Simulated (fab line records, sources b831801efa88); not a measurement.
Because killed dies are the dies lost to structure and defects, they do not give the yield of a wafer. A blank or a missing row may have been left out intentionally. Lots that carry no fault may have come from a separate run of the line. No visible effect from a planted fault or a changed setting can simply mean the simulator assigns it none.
A struck lot beside a sound one || flow gf180mcu || 44 steps out of a route of 602
Sound: wafers L214.3, L214.5, L214.6. The struck wafers were L229.2, L229.4, L229.6. The cause is named last.
Per side, at each step with rows, come the tool, then ch with its chambers, and then its first start. Under that, the readings that differ: sound wafers || struck wafers || difference of the means || sigmas: that difference in standard deviations of wafers without a fault.
alike: words and numbers the same on both sides, and readings whose means are apart by under 2 such deviations; not compared: readings that were withheld, readings missing a value for some wafer, numbers with overlapping values and no deviation given by the record, and bounds like >300 which may hide the same value.
Wherever a step has rows on one side only, a row that says differs or no value, or a row with sigmas, the two part there. Non-overlapping numbers with no deviation appear without sigmas and do not part them. A reading missing from all wafers of one side parts the sides only when that side holds two or more wafers.

first, 7 steps without rows for these wafers: GF_DUAL_GATE_DEHYDRATE_04 (time 60 s); GF_DUAL_GATE_HMDS_05 (prime time 60 s); GF_DUAL_GATE_COAT_06 (resist thk 1000 nm); GF_DUAL_GATE_SOFTBAKE_07 (time 60 s); GF_DUAL_GATE_EXPOSE_08 (exposes mask Dualgate, target cd 700 nm); GF_DUAL_GATE_PEB_09; GF_DUAL_GATE_DEVELOP_10 (develop time 60 s).
GF_DUAL_GATE_OVL_MEAS_11:
  sound: overlay-01 at day 10 15:49; struck: overlay-02 at day 15 05:52
  alike: DUAL_GATE_OVL
then, 1 step without rows for these wafers: GF_DUAL_GATE_WET_ETCH_12 (etches SiO2 in dHF, target depth 13 nm, time 260 s).
GF_DUAL_GATE_STRIP_13: strips in O2/N2.
  sound on plasma_asher-03 ch 0,1, day 10 15:58; struck on plasma_asher-02 ch 0,1, day 15 05:58
  alike: drypump_motor_current_A, heater_power_w, oes_product_au, strip_time_to_endpoint_s
  not compared: rf_hours_counter_h
then, 2 steps without rows for these wafers: GF_DUAL_GATE_CLEAN_14 (cleans in SC1/SC2, time 150 s); GF_DUAL_GATE_OXIDATION_15 (stabilise 600 s, purge 300 s, target thk 7.098 nm).
GF_POLY_GATE_CVD_00: deposits poly-Si, target thk 200 nm, time 1200 s.
  sound on lpcvd-01 ch 0, day 10 17:44; struck on lpcvd-01 ch 0, day 15 08:30
{"reading": "model.poly-Si_of_POLY_GATE_CVD_00.thk_nm (nm)", "sound": "200.9 202.6 200.6", "struck": "337.4 336.5 335.6", "difference": "+135.1", "sigmas": ""}
  alike: spike_tc_top_C
GF_POLY_GATE_THK_MEAS_01:
  sound: film_metro-03 at day 10 19:05; struck: film_metro-02 at day 15 09:50
{"reading": "POLY_GATE_CVD_00_THK (nm)", "sound": "200.8 202.5 200.5", "struck": "337.4 336.5 335.6", "difference": "+135.2", "sigmas": "+64"}
then, 8 steps without rows for these wafers: GF_POLY_GATE_DEHYDRATE_02 (time 60 s); GF_POLY_GATE_HMDS_03 (prime time 60 s); GF_POLY_GATE_COAT_04; GF_POLY_GATE_COAT_05 (resist thk 700 nm); GF_POLY_GATE_SOFTBAKE_06 (time 60 s); GF_POLY_GATE_EXPOSE_07 (exposes mask Poly2, target cd 280 nm); GF_POLY_GATE_PEB_08 (peb time 90 s); GF_POLY_GATE_DEVELOP_09 (develop time 60 s).
GF_POLY_GATE_CD_MEAS_10: the cd target is 280 nm.
  sound: cd_sem-01 at day 11 13:41; struck: cd_sem-01 at day 16 07:49
  alike: cd_nm
GF_POLY_GATE_OVL_MEAS_11:
  sound: overlay-01 at day 11 13:47; struck: overlay-02 at day 16 07:56
{"reading": "POLY_GATE_OVL (nm)", "sound": "10 7 17", "struck": "-12 -11 -4", "difference": -20, "sigmas": -3}
GF_POLY_GATE_ETCH_12: etches BARC in N2/H2.
  sound on rie_diel-02 ch 0,2,3, day 11 13:48; struck on rie_diel-03 ch 0,1,3, day 16 07:58
  alike: drypump_motor_current_A, oes_product_au, throttle_valve_pct
GF_POLY_GATE_ETCH_13: etches poly-Si in HBr/Cl2, stops on SiO2, target depth 198.5 nm, time 69.6 s.
  sound on rie_si-01 ch 1,2, day 11 13:52; struck on rie_si-02 ch 1,3, day 16 08:01
  alike: drypump_motor_current_A, oes_product_au, throttle_valve_pct
  not compared: rf_hours_counter_h
GF_POLY_GATE_STRIP_14: strips in O2/N2.
  sound on plasma_asher-04 ch 0,1, day 11 13:56; struck on plasma_asher-03 ch 0,1, day 16 08:04
{"reading": "oes_product_au (a.u.)", "sound": "0.512 0.511 0.516", "struck": "0.501 0.507 0.500", "difference": -0.010, "sigmas": -2}
  alike: drypump_motor_current_A, heater_power_w
  not compared: rf_hours_counter_h
then, 2 steps without rows for these wafers: GF_POLY_GATE_CLEAN_15 (cleans in SC1/SC2, time 150 s); GF_POLY_GATE_OXIDATION_16 (stabilise 600 s, purge 300 s, target thk 4 nm).
GF_POLY_GATE_THK_MEAS_17:
  sound: film_metro-03 at day 11 15:20; struck: film_metro-01 at day 16 13:01
  alike: POLY_GATE_OXIDATION_THK
GF_POLY_GATE_CD_MEAS_18:
  sound: cd_sem-01 at day 11 15:26; struck: cd_sem-02 at day 16 13:05
  alike: cd_nm
then, 7 steps without rows for these wafers: GF_HV_LDD_DEHYDRATE_00 (time 60 s); GF_HV_LDD_HMDS_01 (prime time 60 s); GF_HV_LDD_COAT_02 (resist thk 1000 nm); GF_HV_LDD_SOFTBAKE_03 (time 60 s); GF_HV_LDD_EXPOSE_04 (exposes mask Nplus LV AREA, target cd 400 nm); GF_HV_LDD_PEB_05; GF_HV_LDD_DEVELOP_06 (develop time 60 s).
GF_HV_LDD_CD_MEAS_07: the cd target is 400 nm.
  sound: cd_sem-02 at day 12 11:09; struck: cd_sem-01 at day 17 11:16
  alike: cd_nm
GF_HV_LDD_OVL_MEAS_08:
  sound: overlay-02 at day 12 11:14; struck: overlay-01 at day 17 11:22
  alike: HV_LDD_OVL
after that, 1 step had no rows for these wafers: GF_HV_LDD_IMPLANT_09.
GF_HV_LDD_STRIP_10: strips in O2/N2.
  sound on plasma_asher-03 ch 0,1, day 12 11:26; struck on plasma_asher-02 ch 0, day 17 11:39
{"reading": "drypump_motor_current_A (A)", "sound": "5.6 5.6 4.9", "struck": "6.2 6.2 6.2", "difference": "+0.8", "sigmas": "+2"}
  alike: heater_power_w, oes_product_au, strip_time_to_endpoint_s
  not compared: rf_hours_counter_h
-- the record jumps here: 6 days lie between the struck wafers' starts before and after (it left off in module HV_LDD and takes up again in module SALICIDE, whose first step shown is number 278 of the route) --
GF_SALICIDE_CLEAN_00: cleans in SC1/SC2, time 150 s.
  sound on wet_bench-01 ch 3, day 17 23:49; struck on wet_bench-02 ch 1, day 23 14:19
{"reading": "model.poly-Si_of_POLY_GATE_CVD_00.thk_nm (nm)", "sound": "199.6 201.3 199.3", "struck": "336.1 335.3 334.3", "difference": "+135.2", "sigmas": ""}
after that, 1 step had no rows for these wafers: GF_PASSIVATION_PROBE_99.

== WHERE THEY PART ==
At GF_POLY_GATE_THK_MEAS_01 first; at GF_HV_LDD_STRIP_10 last (within this record only).

WHY: what had been put in by the simulator
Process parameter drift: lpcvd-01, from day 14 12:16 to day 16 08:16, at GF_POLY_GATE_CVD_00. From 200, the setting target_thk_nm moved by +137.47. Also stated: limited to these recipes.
